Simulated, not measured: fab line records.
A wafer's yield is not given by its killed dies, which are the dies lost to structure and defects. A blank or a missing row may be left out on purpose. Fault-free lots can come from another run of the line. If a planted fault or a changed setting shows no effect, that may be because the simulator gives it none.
Struck lot and sound lot, side by side -- flow sky130 -- 16 steps out of a route of 708
Sound: these wafers, L334.2, L334.4, L334.5. Wafers struck: L327.2, L327.4, L327.6. The cause is named last.
Each step with rows lists, per side, the tool, then ch with its chambers, then its first start. Under that, the readings that differ: sound wafers -- struck wafers -- difference of the means -- sigmas: that difference in standard deviations of wafers without a fault.
alike: words and numbers the same on both sides, and readings whose means are apart by under 2 such deviations; not compared: readings that were withheld, readings missing a value for some wafer, numbers with overlapping values and no deviation given by the record, and bounds like >300 which may hide the same value.
A row with sigmas, a row that says differs or no value, or rows on one side alone: a step with any of these is where the two part. Numbers that have no deviation but don't overlap get no sigmas and don't part them. A reading missing from all wafers of one side parts the sides only when that side holds two or more wafers.

first, 1 step without rows for these wafers: SKY_SONOS_ONO_CVD_04 (deposits SiO2 from SiH4/N2O, target thk 5.7199 nm).
SKY_SONOS_ONO_THK_MEAS_05:
  sound on film_metro-01, day 17 20:40; struck on film_metro-01, day 15 20:23
reading,sound,struck,difference,sigmas
SONOS_ONO_CVD_04_THK (nm),5.77 5.79 5.84,5.40 5.41 5.46,-0.38,-3
then, 7 steps without rows for these wafers: SKY_SONOS_ONO_DEHYDRATE_06 (time 60 s); SKY_SONOS_ONO_HMDS_07 (prime time 60 s); SKY_SONOS_ONO_COAT_08 (resist thk 1140 nm); SKY_SONOS_ONO_SOFTBAKE_09 (time 60 s); SKY_SONOS_ONO_EXPOSE_10 (exposes mask ONOM, target cd 410 nm); SKY_SONOS_ONO_PEB_11; SKY_SONOS_ONO_DEVELOP_12 (develop time 60 s).
SKY_SONOS_ONO_CD_MEAS_13: target cd 410 nm.
  sound on cd_sem-02, day 19 03:32; struck on cd_sem-02, day 16 23:38
  alike: cd_nm
SKY_SONOS_ONO_OVL_MEAS_14:
  sound on overlay-01, day 19 03:39; struck on overlay-01, day 16 23:45
  alike: SONOS_ONO_OVL
SKY_SONOS_ONO_ETCH_15: etches the open film in CHF3/O2, target depth 19.52 nm, time 7.8 s.
  sound on rie_diel-03 ch 1,2,3, day 19 03:41; struck on rie_diel-04 ch 1,2,3, day 16 23:47
  alike: O2_flow_sccm, bias_w, drypump_motor_current_A, oes_product_au, throttle_valve_pct
  not compared: rf_hours_counter_h
SKY_SONOS_ONO_WET_ETCH_16: etches SiO2 in dHF, target depth 14 nm, time 280 s.
  sound on wet_bench-03 ch 1, day 19 03:42; struck on wet_bench-01 ch 2, day 16 23:48
  no value came back on the struck wafers for bath_heat_duty_pct (%), run_length_s (s); on the sound wafers bath_heat_duty_pct (%) reads 6.9 6.6 7.4
reading,sound,struck,difference,sigmas
model.SiO2_of_FIELD_ISO_CVD_24.thk_nm (nm),381.6 384.4 384.2,398.5 398 398.1,+14.8,
model.SiO2_of_NWELL_OXIDATION_01.thk_nm (nm),0 0 0,5.55 5.477 5.635,+5.55,
SKY_SONOS_ONO_STRIP_17: strips in O2/N2.
  sound on plasma_asher-02 ch 0,1, day 19 03:47; struck on plasma_asher-02 ch 0, day 16 23:53
  alike: drypump_motor_current_A, oes_product_au, strip_time_to_endpoint_s
  not compared: rf_hours_counter_h
SKY_SONOS_ONO_WET_ETCH_18: etches Si3N4 in H3PO4, target depth 15 nm, time 172 s.
  sound on wet_bench-04 ch 3, day 19 03:53; struck on wet_bench-03 ch 1, day 16 23:59
reading,sound,struck,difference,sigmas
model.SiO2_of_FIELD_ISO_CVD_24.thk_nm (nm),381.4 384.3 384,398.3 397.8 397.9,+14.8,
  alike: bath_guard_temp_C, bath_heat_duty_pct
-- record jumps: 32 days separate the struck wafers' starts on either side; left off in module SONOS_ONO, taken up again in module PAD_OPEN, whose first shown step is the route's number 708 --
SKY_PAD_OPEN_PROBE_99:
  rows exist in the record for the struck wafers here (prober-02, day 49 03:47), but not for the sound ones

## WHERE THEY PART
First at SKY_SONOS_ONO_THK_MEAS_05; last, within this record, at SKY_PAD_OPEN_PROBE_99.

WHY: the cause the simulator had injected
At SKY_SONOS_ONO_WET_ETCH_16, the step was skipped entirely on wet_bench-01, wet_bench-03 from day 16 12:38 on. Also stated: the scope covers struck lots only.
